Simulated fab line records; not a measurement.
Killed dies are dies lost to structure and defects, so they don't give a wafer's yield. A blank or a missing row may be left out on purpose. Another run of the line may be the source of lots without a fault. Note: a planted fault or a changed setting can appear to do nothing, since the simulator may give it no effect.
Chamber matching    flow sky130    4 sister chambers for SKY_VIA3_CMP_24 on cmp-01
The step polishes, stops on SiO2, t overpolish 20 s, target thk 0 nm. 8 wafers are shown with their chamber, then 8 later ones without.

== EACH WAFER AND ITS CHAMBER ==
wafer   chamber  motor current A (A)  time to endpoint s (s)
L968.5  3        12.4                 99
L965.6  3        12.9                 99
L971.2  1        11.6                 93
L971.3  2        11.7                 91
L973.4  2        11.8                 93
L973.5  1        10.8                 95
L973.6  0        9.9                  98
L976.2  0        9.9                  97

== WAFERS WHOSE CHAMBER IS MISSING ==
wafer   motor current A (A)  time to endpoint s (s)
L976.5  12.1                 96
L976.6  9.5                  98
L983.2  12.0                 95
L983.3  12.3                 103
L983.5  12.7                 97
L986.1  9.3                  96
L986.2  11.7                 85
L986.6  12.8                 95

== WHICH CHAMBER EACH ONE RAN IN ==
wafer   from the rows above           in truth
L976.5  can't be placed: 3 or 1 or 2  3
L976.6  0                             0
L983.2  can't be placed: 1 or 2 or 3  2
L983.3  3                             3
L983.5  3                             3
L986.1  0                             0
L986.2  2                             2
L986.6  can't be placed: 3 or 2 or 1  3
5 of 8 placed correctly. These rows do not allow placing 3 (true chamber among the candidates in 3). Wrongly placed: 0.
How it was worked out, from the rows above alone: a wafer's distance from a chamber is the root of the sum, over the readings, of the square of ((its reading less the chamber's mean) divided by the reading's scatter). If the next closest chamber is less than 2 further off than the closest, the wafer can't be placed; otherwise it belongs to the closest. For every chamber, the mean is computed from those of its wafers that are shown. The scatter: take each reading less its chamber's mean, square it, sum over the shown wafers, divide by the number of wafers less the number of chambers, and take the root.
